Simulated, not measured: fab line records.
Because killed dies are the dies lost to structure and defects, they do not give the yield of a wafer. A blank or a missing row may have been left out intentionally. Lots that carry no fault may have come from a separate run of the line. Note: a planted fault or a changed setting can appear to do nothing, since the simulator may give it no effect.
Which tool did it? ; flow sky130 ; 36 wafers from 12 lots sampled at 5 of the route's 708 steps

## WHAT EACH GAUGE READ, for each wafer
SKY_FIELD_ISO_THK_MEAS_04.
lot;measured;on;FIELD_ISO_CVD_03_THK (nm)
L370;day 2 09:35;film-metro-02;160.8 160.3 160.8
L371;day 2 16:10;film-metro-01;164.8 163.6 163.6
L372;day 2 19:29;film-metro-01;159.6 159.4 159.3
L374;day 3 05:59;film-metro-03;162.5 162.7 160.8
L375;day 3 12:20;film-metro-03;160.3 162.3 160.8
L376;day 3 16:04;film-metro-03;163.5 162.1 162.8
L378;day 4 02:32;film-metro-03;160.3 159.8 161.8
L379;day 4 07:51;film-metro-01;161.2 162.9 161.6
L381;day 4 19:56;film-metro-02;162.8 163.9 162.2
L382;day 5 02:12;film-metro-02;162.0 160.4 161.8
L387;day 5 23:53;film-metro-01;163.3 164.9 164.4
L388;day 6 05:16;film-metro-03;161.6 160.8 161.5

SKY_FIELD_ISO_CD_MEAS_13: target cd 150 nm.
lot;measured;on;cd-nm (nm)
L370;day 3 00:39;cd-sem-01;150.5 149.9 152.1
L371;day 3 07:28;cd-sem-02;151.1 151.0 152.0
L372;day 3 10:51;cd-sem-02;148.1 147.8 149.4
L374;day 3 22:15;cd-sem-02;149.8 148.8 148.5
L375;day 4 05:02;cd-sem-01;147.1 147.5 150.2
L376;day 4 08:19;cd-sem-01;148.6 150.0 149.6
L378;day 4 19:20;cd-sem-01;152.6 152.7 153.6
L379;day 5 01:02;cd-sem-01;151.7 151.7 150.8
L381;day 5 13:27;cd-sem-01;150.3 149.3 151.5
L382;day 5 18:53;cd-sem-02;150.5 149.8 151.4
L387;day 6 18:03;cd-sem-02;151.4 150.8 149.1
L388;day 6 23:29;cd-sem-02;147.8 149.4 150.5

SKY_VT_ADJUST_HVTP_TW_MEAS_11.
lot;measured;on;VT_ADJUST_HVTP_TW
L370;day 7 00:59;film-metro-02;1360 1354 1354
L371;day 7 06:28;film-metro-02;1354 1351 1356
L372;day 7 11:33;film-metro-01;1334 1338 1333
L374;day 8 05:27;film-metro-01;1336 1335 1339
L375;day 8 14:45;film-metro-01;1337 1333 1338
L376;day 8 15:06;film-metro-02;1349 1349 1354
L378;day 9 13:56;film-metro-02;1363 1355 1367
L379;day 10 08:07;film-metro-02;1309 1308 1311
L381;day 10 11:42;film-metro-01;1282 1284 1279 1286 1279 1289
L382;day 10 12:36;film-metro-01;1326 1318 1331
L387;day 11 15:14;film-metro-01;1330 1332 1323
L388;day 11 22:30;film-metro-02;1346 1350 1354

## WHAT TOOL EACH LOT RAN ON (gives the tool, then ch and the chambers of the sampled wafers, and finally the start)
lot;SKY_PWDE_STRIP_09;SKY_VT_ADJUST_HVTP_IMPLANT_09
L370;plasma-asher-04 ch 0,1, day 4 17:32;implanter-04 ch 0, day 7 00:44
L371;plasma-asher-04 ch 0,1, day 4 23:32;implanter-04 ch 0, day 7 06:14
L372;plasma-asher-01 ch 0,1, day 5 03:14;implanter-04 ch 0, day 7 11:18
L374;plasma-asher-04 ch 0,1, day 5 19:29;implanter-04 ch 0, day 8 05:12
L375;plasma-asher-01 ch 0,1, day 6 02:08;implanter-03 ch 0, day 8 14:30
L376;plasma-asher-04 ch 0,1, day 6 02:28;implanter-04 ch 0, day 8 14:53
L378;plasma-asher-01 ch 0,1, day 6 23:38;implanter-02 ch 0, day 9 13:41
L379;plasma-asher-02 ch 0,1, day 7 13:58;implanter-04 ch 0, day 10 07:54
L381;plasma-asher-04 ch 0,1, day 7 19:08;implanter-04 ch 0, day 10 11:27
L382;plasma-asher-01 ch 0,1, day 7 19:17;implanter-03 ch 0, day 10 12:21
L387;plasma-asher-01 ch 0,1, day 8 17:41;implanter-02 ch 0, day 11 15:01
L388;plasma-asher-04 ch 0,1, day 9 00:02;implanter-02 ch 0, day 11 22:15
- SKY_PWDE_STRIP_09: strips in O2/N2.
- SKY_VT_ADJUST_HVTP_IMPLANT_09

## WHAT THE TOOLS THEMSELVES READ (means of the sampled wafers that have a number; where no wafer has one, the mark that the record gives instead)
SKY_PWDE_STRIP_09.
lot;tool;drypump-motor-current-A (A);oes-product-au (a.u.);strip-time-to-endpoint-s (s)
L370;plasma-asher-04;5.11;0.723;37.13
L371;plasma-asher-04;5.22;0.721;36.94
L372;plasma-asher-01;5.45;0.718;36.90
L374;plasma-asher-04;5.11;0.723;36.71
L375;plasma-asher-01;5.46;0.724;36.88
L376;plasma-asher-04;5.12;0.723;36.89
L378;plasma-asher-01;5.44;0.722;36.93
L379;plasma-asher-02;5.52;0.715;36.92
L381;plasma-asher-04;5.22;0.720;36.83
L382;plasma-asher-01;5.44;0.719;37.01
L387;plasma-asher-01;5.46;0.724;36.98
L388;plasma-asher-04;5.22;0.724;36.89

SKY_VT_ADJUST_HVTP_IMPLANT_09.
lot;tool;beam-energy-keV
L370;implanter-04;149.96
L371;implanter-04;150.01
L372;implanter-04;150.06
L374;implanter-04;149.99
L375;implanter-03;149.98
L376;implanter-04;150.05
L378;implanter-02;150.04
L379;implanter-04;133.79
L381;implanter-04;133.84
L382;implanter-03;149.98
L387;implanter-02;149.98
L388;implanter-02;150.00

## THE ANSWER, worked out from the rows above alone
Rule: usual is defined by the lots themselves. The widest of any qualifying gaps counts: lots, ordered by their means at a reading, are off when they make up no more than a third of the lots, leave a main group of 4 or more, and stand apart from it by 3 or more times the standard deviation of that group's means. A main group whose means are all the same, to the digits that the tables above print for the reading, isn't used. Also off: a lot with no number at a reading for which 4 or more lots have one. The other lots that the step has rows for count as sound. Order of review: gauges by route order, followed by the tools' own readings, for which a lot's mean as printed above is used. At the first step where some lot is off, the reading lying furthest off is the one used; lots without a number count as furthest.
Off, at SKY_VT_ADJUST_HVTP_IMPLANT_09 on beam-energy-keV: L379, L381. Main group: mean 150.00, sd 0.032.
If a tool, at that step or one of the process steps before it, ran each lot that is off and ran no sound lot following the first of them, it fits. One fits: SKY_VT_ADJUST_HVTP_IMPLANT_09 on implanter-04. A fault onset in the window from L376 (day 8 14:53, its last sound lot) to L379 (day 10 07:54, its first lot off) fits.
The tool's own readings at SKY_VT_ADJUST_HVTP_IMPLANT_09 bear it out: on the lots that are off they differ by more than 5 times the standard deviation of the sound lots' means. beam-energy-keV reads 133.81 there against 150.00 on the sound lots.

## WHAT THE SIMULATOR PUT IN
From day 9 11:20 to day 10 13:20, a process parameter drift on implanter-04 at SKY_VT_ADJUST_HVTP_IMPLANT_09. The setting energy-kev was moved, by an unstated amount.
Shown lots that were struck: L379, L381. The rule given above showed the same thing.
